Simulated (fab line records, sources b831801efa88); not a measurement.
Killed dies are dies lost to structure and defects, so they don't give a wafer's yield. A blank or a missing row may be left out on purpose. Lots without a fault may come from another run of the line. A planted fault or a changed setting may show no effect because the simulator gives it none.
A struck lot beside a sound one | flow gf180mcu | 16 steps out of a route of 602
Sound: wafers L722.4, L722.5, L722.6. Struck: wafers L711.3, L711.5, L711.6. The cause comes at the end.
At each step with rows: each side's tool, then ch and its chambers, then its first start. Under that, the readings that differ: sound wafers | struck wafers | difference of the means | sigmas: that difference in standard deviations of wafers without a fault.
alike: readings whose means differ by less than 2 such deviations, and words and numbers that are the same on both sides. not compared: withheld readings, readings that some wafer has no value for, bounds like >300 that may hide the same value, and numbers for which the record gives no deviation and whose values overlap.
The two part at a step that has a row with sigmas, a row that says differs or no value, or rows on one side only. Numbers that don't overlap but have no deviation are shown without sigmas and don't part them. A reading that every wafer of one side lacks parts them only if that side has two wafers or more.

GF_VT_IMPLANT_OVL_MEAS_18:
  sound on overlay-01, day 10 16:26; struck on overlay-02, day 7 18:25
  alike: VT_IMPLANT_01_OVL
then, 1 step without rows for these wafers: GF_VT_IMPLANT_IMPLANT_19.
GF_VT_IMPLANT_STRIP_20: strips in O2/N2.
  sound on plasma_asher-03 ch 0,1, day 10 16:38; struck on plasma_asher-03 ch 0,1, day 7 18:38
  alike: drypump_motor_current_A, heater_power_w, n2_flow_sccm, oes_product_au, platen_temp_c, strip_time_to_endpoint_s
  not compared: rf_hours_counter_h
GF_VT_IMPLANT_TW_MEAS_21:
  sound on film_metro-02, day 10 16:44; struck on film_metro-02, day 7 18:43
  alike: VT_IMPLANT_2_TW
then, 7 steps without rows for these wafers: GF_VT_IMPLANT_DEHYDRATE_22 (time 60 s); GF_VT_IMPLANT_HMDS_23 (prime time 60 s); GF_VT_IMPLANT_COAT_24 (resist thk 1000 nm); GF_VT_IMPLANT_SOFTBAKE_25 (time 60 s); GF_VT_IMPLANT_EXPOSE_26 (exposes mask LVPWELL HV AREA, target cd 860 nm); GF_VT_IMPLANT_PEB_27; GF_VT_IMPLANT_DEVELOP_28 (develop time 60 s).
GF_VT_IMPLANT_OVL_MEAS_29:
  sound on overlay-02, day 11 11:26; struck on overlay-02, day 8 10:37
  alike: VT_IMPLANT_02_OVL
GF_VT_IMPLANT_IMPLANT_30:
  sound on implanter-02 ch 0, day 11 11:31; struck on implanter-04, day 8 10:42
  no value came back on the struck wafers for beam_energy_keV, beam_on_s (s), end_station_pressure_torr (Torr); on the sound wafers beam_energy_keV reads 25.000 25.004 25.016
GF_VT_IMPLANT_STRIP_31: strips in O2/N2.
  sound on plasma_asher-01 ch 0,1, day 11 11:38; struck on plasma_asher-02 ch 0,1, day 8 10:50
  alike: drypump_motor_current_A, heater_power_w, n2_flow_sccm, oes_product_au, platen_temp_c, strip_time_to_endpoint_s
  not compared: rf_hours_counter_h
GF_VT_IMPLANT_TW_MEAS_32:
  sound on film_metro-04, day 11 11:43; struck on film_metro-03, day 8 10:55
  reading         | sound             | struck         | difference | sigmas
  VT_IMPLANT_3_TW | 271.9 272.1 272.0 | 30.0 30.0 30.0 | -242.0     | -93
then, 1 step without rows for these wafers: GF_VT_IMPLANT_DEHYDRATE_33 (time 60 s).

WHERE THEY PART
First at GF_VT_IMPLANT_IMPLANT_30; last, within this record, at GF_VT_IMPLANT_TW_MEAS_32.

WHY: what the simulator had put in
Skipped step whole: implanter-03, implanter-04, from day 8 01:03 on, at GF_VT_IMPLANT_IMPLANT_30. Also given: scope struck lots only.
